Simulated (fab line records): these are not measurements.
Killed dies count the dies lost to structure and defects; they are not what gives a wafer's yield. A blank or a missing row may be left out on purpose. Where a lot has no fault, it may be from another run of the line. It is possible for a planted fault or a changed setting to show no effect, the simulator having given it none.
fab line records + flow gf180mcu + part 2 of 2: steps 25 to 34 of 34
record:
- lots: 5
- wafers: 15
- last-day: 33
route steps=602 shown V1@339 M2@362
lots that met no fault: from a run of the same line without faults
start-h: the number of hours between the record's first day and the start of the first shown wafer of the lot + wait-h: hours from the lot's prior step to this one + " as in the row above + L1.1+2: several wafers, shown together as one row + - either no value or no given start + * or withheld: withheld + < > ~ a bound
route shown NAME@n: names a module that has steps shown in the file, with the first one's number in the route + usual: the fault-free wafers' mean and standard deviation + same: alike in all rows + chamber/n: place in a boat + sites: readings site by site + _std_site: standard deviation of those values + _edge_site: the outer-site mean with the inner-site mean subtracted + radius-mm: how far each site lies from the wafer's centre + mask NAME#n: copy n + behind: the most recent tool/chamber to have shaped the wafer + hold: why the lot went on hold/how many hours it stayed there/how the hold came to an end + device: transistor that didn't switch, given as n, p or np + end of line: at the end of the route, the tests of the same wafers + a step with no rows: only its recipe + killed: dies lost to structure and defects at the first sort, not the wafer's yield + map: per-die view of a wafer (x killed, . not killed, _ where there is no die)
set.NAME: the setting that was run; set.NAME@STEP: the one run at that earlier step + model.NAME: the simulator's own value behind a step, which no gauge read
lots seen at some steps along the route; tables by step, rows by wafer
services: the hour from which a tool's chamber was out of use, counted from the record's first day as start-h (under 0 if before that day), plus the number of hours and why
== steps ==
step: GF_M2_SPUTTER_01
recipe:
- material: TiN
- target-thk-nm: 30
- power-w: 6500
- time-s: 25
- chamber-pressure-pa: 0.4
usual:
- throttle-valve-pct: 29.8/1.2
| lot.wafer | tool           | chamber | start-h | wait-h | throttle-valve-pct |
|-----------|----------------|---------|---------|--------|--------------------|
| L076.3    | pvd-sputter-04 | -       | 426.51  | 0.1    | 29.4               |
| L076.5    | "              | -       | "       | "      | 29.8               |
| L076.6    | "              | -       | "       | "      | 30.5               |
| L078.1    | pvd-sputter-04 | -       | 441.71  | 0.1    | 31.7               |
| L078.4    | "              | -       | "       | "      | 29.9               |
| L078.6    | "              | -       | "       | "      | 29.7               |
| L087.2    | pvd-sputter-04 | -       | 534.37  | 0.1    | 30.7               |
| L087.3    | "              | -       | "       | "      | 29.5               |
| L087.4    | "              | -       | "       | "      | 31.8               |
| L088.3    | pvd-sputter-02 | -       | 546.74  | 0.1    | 29.1               |
| L088.4    | "              | -       | "       | "      | 27.9               |
| L088.5    | "              | -       | "       | "      | 30.2               |
| L094.2    | pvd-sputter-02 | -       | 582.60  | 0.1    | 31.5               |
| L094.3    | "              | -       | "       | "      | 29.0               |
| L094.4    | "              | -       | "       | "      | 30.1               |
step: GF_M2_SPUTTER_02
recipe:
- material: AlCu
- target-thk-nm: 450
- power-w: 10600
- time-s: 23.9
- chamber-pressure-pa: 0.4
usual:
- throttle-valve-pct: 29.8/1.2
| lot.wafer | tool           | chamber | start-h | wait-h | throttle-valve-pct |
|-----------|----------------|---------|---------|--------|--------------------|
| L076.3    | pvd-sputter-04 | -       | 426.54  | 0.0    | 29.5               |
| L076.5    | "              | -       | "       | "      | 29.8               |
| L076.6    | "              | -       | "       | "      | 30.6               |
| L078.1    | pvd-sputter-04 | -       | 441.74  | 0.0    | 31.3               |
| L078.4    | "              | -       | "       | "      | 29.7               |
| L078.6    | "              | -       | "       | "      | 29.8               |
| L087.2    | pvd-sputter-04 | -       | 534.41  | 0.0    | 30.5               |
| L087.3    | "              | -       | "       | "      | 29.5               |
| L087.4    | "              | -       | "       | "      | 31.5               |
| L088.3    | pvd-sputter-02 | -       | 546.77  | 0.0    | 29.0               |
| L088.4    | "              | -       | "       | "      | 28.3               |
| L088.5    | "              | -       | "       | "      | 30.2               |
| L094.2    | pvd-sputter-02 | -       | 582.63  | 0.0    | 31.4               |
| L094.3    | "              | -       | "       | "      | 28.9               |
| L094.4    | "              | -       | "       | "      | 30.3               |
step: GF_M2_SPUTTER_03
recipe:
- material: Ti
- target-thk-nm: 10
- substrate-temp-c: 300
- chamber-pressure-pa: 0.3
- power-w: 3000
- time-s: 6.7
usual:
- substrate-temp-c: 299.98/0.19
- throttle-valve-pct: 29.8/1.2
| lot.wafer | tool           | chamber | start-h | wait-h | substrate-temp-c | throttle-valve-pct |
|-----------|----------------|---------|---------|--------|------------------|--------------------|
| L076.3    | pvd-sputter-04 | -       | 426.57  | 0.0    | 299.98           | 29.6               |
| L076.5    | "              | -       | "       | "      | 299.68           | 30.1               |
| L076.6    | "              | -       | "       | "      | 299.96           | 30.6               |
| L078.1    | pvd-sputter-04 | -       | 441.77  | 0.0    | 300.03           | 31.9               |
| L078.4    | "              | -       | "       | "      | 300.11           | 29.9               |
| L078.6    | "              | -       | "       | "      | 300.12           | 29.9               |
| L087.2    | pvd-sputter-04 | -       | 534.44  | 0.0    | 300.23           | 30.6               |
| L087.3    | "              | -       | "       | "      | 299.83           | 29.4               |
| L087.4    | "              | -       | "       | "      | 299.72           | 31.5               |
| L088.3    | pvd-sputter-02 | -       | 546.80  | 0.0    | 300.16           | 29.0               |
| L088.4    | "              | -       | "       | "      | 300.64           | 27.9               |
| L088.5    | "              | -       | "       | "      | 300.43           | 30.4               |
| L094.2    | pvd-sputter-02 | -       | 582.66  | 0.0    | 299.82           | 31.2               |
| L094.3    | "              | -       | "       | "      | 299.83           | 29.0               |
| L094.4    | "              | -       | "       | "      | 300.12           | 30.3               |
step: GF_M2_SPUTTER_04
recipe:
- material: TiN
- target-thk-nm: 50
- power-w: 6500
- time-s: 41.7
- chamber-pressure-pa: 0.4
usual:
- throttle-valve-pct: 29.9/1.2
| lot.wafer | tool           | chamber | start-h | wait-h | throttle-valve-pct |
|-----------|----------------|---------|---------|--------|--------------------|
| L076.3    | pvd-sputter-04 | -       | 426.59  | 0.0    | 29.3               |
| L076.5    | "              | -       | "       | "      | 29.9               |
| L076.6    | "              | -       | "       | "      | 30.2               |
| L078.1    | pvd-sputter-04 | -       | 441.79  | 0.0    | 31.6               |
| L078.4    | "              | -       | "       | "      | 30.0               |
| L078.6    | "              | -       | "       | "      | 29.7               |
| L087.2    | pvd-sputter-04 | -       | 534.46  | 0.0    | 30.6               |
| L087.3    | "              | -       | "       | "      | 29.6               |
| L087.4    | "              | -       | "       | "      | 31.7               |
| L088.3    | pvd-sputter-02 | -       | 546.82  | 0.0    | 29.0               |
| L088.4    | "              | -       | "       | "      | 28.2               |
| L088.5    | "              | -       | "       | "      | 30.6               |
| L094.2    | pvd-sputter-02 | -       | 582.68  | 0.0    | 31.4               |
| L094.3    | "              | -       | "       | "      | 28.9               |
| L094.4    | "              | -       | "       | "      | 30.5               |
step: GF_M2_RS_MEAS_05
recipe:
- thk-meas-gauge: four-point-probe
- reads: TiN_of_M2_SPUTTER_04+Ti_of_M2_SPUTTER_03+AlCu_of_M2_SPUTTER_02+TiN_of_M2_SPUTTER_01+Ti_of_M2_SPUTTER_00
usual:
- M2_ALCU_RS: 0.0698/0.00062
| lot.wafer | tool          | chamber | start-h | wait-h | M2_ALCU_RS[ohm/sq] |
|-----------|---------------|---------|---------|--------|--------------------|
| L076.3    | film-metro-04 | -       | 426.67  | 0.1    | 0.0706             |
| L076.5    | "             | -       | "       | "      | 0.0694             |
| L076.6    | "             | -       | "       | "      | 0.0705             |
| L078.1    | film-metro-01 | -       | 441.83  | 0.0    | 0.0711             |
| L078.4    | "             | -       | "       | "      | 0.0692             |
| L078.6    | "             | -       | "       | "      | 0.0689             |
| L087.2    | film-metro-03 | -       | 534.52  | 0.0    | 0.0693             |
| L087.3    | "             | -       | "       | "      | 0.0696             |
| L087.4    | "             | -       | "       | "      | 0.0700             |
| L088.3    | film-metro-01 | -       | 546.90  | 0.1    | 0.0699             |
| L088.4    | "             | -       | "       | "      | 0.0705             |
| L088.5    | "             | -       | "       | "      | 0.0699             |
| L094.2    | film-metro-04 | -       | 582.74  | 0.0    | 0.0705             |
| L094.3    | "             | -       | "       | "      | 0.0689             |
| L094.4    | "             | -       | "       | "      | 0.0695             |
step: GF_M2_THK_MEAS_06
recipe:
- thk-meas-gauge: xrf
- reads: AlCu_of_M2_SPUTTER_02
usual:
- M2_ALCU_THK: 445/4.3
| lot.wafer | tool          | chamber | start-h | wait-h | M2_ALCU_THK[nm] |
|-----------|---------------|---------|---------|--------|-----------------|
| L076.3    | film-metro-04 | -       | 426.77  | 0.1    | 440             |
| L076.5    | "             | -       | "       | "      | 447             |
| L076.6    | "             | -       | "       | "      | 438             |
| L078.1    | film-metro-01 | -       | 441.95  | 0.1    | 435             |
| L078.4    | "             | -       | "       | "      | 448             |
| L078.6    | "             | -       | "       | "      | 452             |
| L087.2    | film-metro-03 | -       | 534.63  | 0.1    | 450             |
| L087.3    | "             | -       | "       | "      | 446             |
| L087.4    | "             | -       | "       | "      | 446             |
| L088.3    | film-metro-01 | -       | 547.00  | 0.1    | 446             |
| L088.4    | "             | -       | "       | "      | 440             |
| L088.5    | "             | -       | "       | "      | 445             |
| L094.2    | film-metro-04 | -       | 582.85  | 0.1    | 440             |
| L094.3    | "             | -       | "       | "      | 451             |
| L094.4    | "             | -       | "       | "      | 448             |
step: GF_M2_DEHYDRATE_07
recipe:
- temp-c: 200
- time-s: 60
usual:
- exhaust-pa: 45.1/0.88
| lot.wafer | tool           | chamber | start-h | wait-h | exhaust-pa |
|-----------|----------------|---------|---------|--------|------------|
| L076.3    | litho-track-03 | 0       | 438.01  | 11.2   | 47.0       |
| L076.5    | "              | 0       | "       | "      | 45.2       |
| L076.6    | "              | 0       | "       | "      | 45.7       |
| L078.1    | litho-track-01 | 0       | 453.24  | 11.3   | 44.4       |
| L078.4    | "              | 0       | "       | "      | 44.9       |
| L078.6    | "              | 0       | "       | "      | 46.5       |
| L087.2    | litho-track-02 | 0       | 545.10  | 10.5   | 44.1       |
| L087.3    | "              | 0       | "       | "      | 44.5       |
| L087.4    | "              | 0       | "       | "      | 45.3       |
| L088.3    | litho-track-03 | 0       | 557.36  | 10.3   | 46.0       |
| L088.4    | "              | 0       | "       | "      | 45.8       |
| L088.5    | "              | 0       | "       | "      | 45.9       |
| L094.2    | litho-track-01 | 0       | 592.96  | 10.1   | 43.4       |
| L094.3    | "              | 0       | "       | "      | 44.3       |
| L094.4    | "              | 0       | "       | "      | 43.6       |
step: GF_M2_HMDS_08
recipe:
- prime-time-s: 60
- prime-temp-c: 120
usual:
- exhaust-pa: 44.8/1
| lot.wafer | tool           | chamber | start-h | wait-h | exhaust-pa |
|-----------|----------------|---------|---------|--------|------------|
| L076.3    | litho-track-03 | 0       | 438.16  | 0.1    | 44.8       |
| L076.5    | "              | 0       | "       | "      | 44.6       |
| L076.6    | "              | 0       | "       | "      | 45.1       |
| L078.1    | litho-track-01 | 0       | 453.39  | 0.1    | 45.3       |
| L078.4    | "              | 0       | "       | "      | 45.6       |
| L078.6    | "              | 0       | "       | "      | 45.2       |
| L087.2    | litho-track-02 | 0       | 545.25  | 0.1    | 44.1       |
| L087.3    | "              | 0       | "       | "      | 45.3       |
| L087.4    | "              | 0       | "       | "      | 44.6       |
| L088.3    | litho-track-03 | 0       | 557.51  | 0.1    | 45.9       |
| L088.4    | "              | 0       | "       | "      | 45.5       |
| L088.5    | "              | 0       | "       | "      | 46.3       |
| L094.2    | litho-track-01 | 0       | 593.11  | 0.1    | 44.6       |
| L094.3    | "              | 0       | "       | "      | 43.5       |
| L094.4    | "              | 0       | "       | "      | 44.6       |
step: GF_M2_COAT_09
recipe:
- resist: KrF
- spin-rpm: withheld
- resist-thk-nm: 1000
usual:
- exhaust-pa: 45.1/1
| lot.wafer | tool           | chamber | start-h | wait-h | exhaust-pa |
|-----------|----------------|---------|---------|--------|------------|
| L076.3    | litho-track-03 | 0       | 438.31  | 0.1    | 44.2       |
| L076.5    | "              | 0       | "       | "      | 43.3       |
| L076.6    | "              | 0       | "       | "      | 44.0       |
| L078.1    | litho-track-01 | 0       | 453.54  | 0.1    | 45.5       |
| L078.4    | "              | 0       | "       | "      | 46.0       |
| L078.6    | "              | 0       | "       | "      | 45.5       |
| L087.2    | litho-track-02 | 0       | 545.40  | 0.1    | 44.4       |
| L087.3    | "              | 0       | "       | "      | 45.7       |
| L087.4    | "              | 0       | "       | "      | 45.8       |
| L088.3    | litho-track-03 | 0       | 557.66  | 0.1    | 44.1       |
| L088.4    | "              | 0       | "       | "      | 44.7       |
| L088.5    | "              | 0       | "       | "      | 44.0       |
| L094.2    | litho-track-01 | 0       | 593.26  | 0.1    | 44.8       |
| L094.3    | "              | 0       | "       | "      | 47.5       |
| L094.4    | "              | 0       | "       | "      | 45.6       |
step: GF_M2_SOFTBAKE_10
recipe:
- temp-c: 130
- time-s: 60
- resist: KrF
usual:
- exhaust-pa: 45.1/0.84
| lot.wafer | tool           | chamber | start-h | wait-h | exhaust-pa |
|-----------|----------------|---------|---------|--------|------------|
| L076.3    | litho-track-03 | 0       | 438.46  | 0.1    | 45.5       |
| L076.5    | "              | 0       | "       | "      | 44.3       |
| L076.6    | "              | 0       | "       | "      | 44.8       |
| L078.1    | litho-track-01 | 0       | 453.69  | 0.1    | 45.8       |
| L078.4    | "              | 0       | "       | "      | 44.4       |
| L078.6    | "              | 0       | "       | "      | 44.5       |
| L087.2    | litho-track-02 | 0       | 545.55  | 0.1    | 44.7       |
| L087.3    | "              | 0       | "       | "      | 44.1       |
| L087.4    | "              | 0       | "       | "      | 46.5       |
| L088.3    | litho-track-03 | 0       | 557.81  | 0.1    | 45.2       |
| L088.4    | "              | 0       | "       | "      | 45.1       |
| L088.5    | "              | 0       | "       | "      | 44.7       |
| L094.2    | litho-track-01 | 0       | 593.41  | 0.1    | 44.2       |
| L094.3    | "              | 0       | "       | "      | 44.9       |
| L094.4    | "              | 0       | "       | "      | 44.5       |
== services ==
| tool            | chamber | start-h | hours | kind   |
|-----------------|---------|---------|-------|--------|
| cvd-w-01        | -       | 390.00  | 14.0  | pm     |
| cmp-02          | -       | 404.00  | 4.0   | pm     |
| plasma-asher-04 | -       | 406.47  | 3.2   | repair |
| pvd-sputter-02  | -       | 416.13  | 4.7   | repair |
| plasma-asher-04 | -       | 421.25  | 9.0   | pm     |
| cvd-w-01        | 1       | 424.43  | 10.5  | repair |
| rie-diel-01     | 1       | 426.44  | 10.3  | repair |
| cvd-w-01        | -       | 429.07  | 2.8   | pm     |
| plasma-asher-04 | -       | 433.67  | 2.7   | repair |
| cmp-01          | -       | 437.38  | 7.1   | pm     |
| pvd-sputter-02  | -       | 444.95  | 5.3   | repair |
| rie-diel-01     | 0       | 458.94  | 2.5   | repair |
| cmp-01          | -       | 463.06  | 2.7   | repair |
| cmp-02          | -       | 480.80  | 0.4   | repair |
| krf-scanner-02  | -       | 516.77  | 1.4   | repair |
| cmp-01          | -       | 518.35  | 0.8   | repair |
| cmp-01          | -       | 519.84  | 1.5   | repair |
| plasma-asher-04 | -       | 524.02  | 2.7   | repair |
| wet-bench-01    | -       | 540.28  | 5.4   | repair |
| cmp-02          | -       | 544.92  | 6.2   | pm     |
| rie-diel-01     | 3       | 556.47  | 12.6  | repair |
| cmp-02          | -       | 566.19  | 4.7   | pm     |
| cmp-01          | -       | 572.00  | 4.0   | pm     |
| cvd-w-01        | -       | 593.11  | 14.6  | pm     |
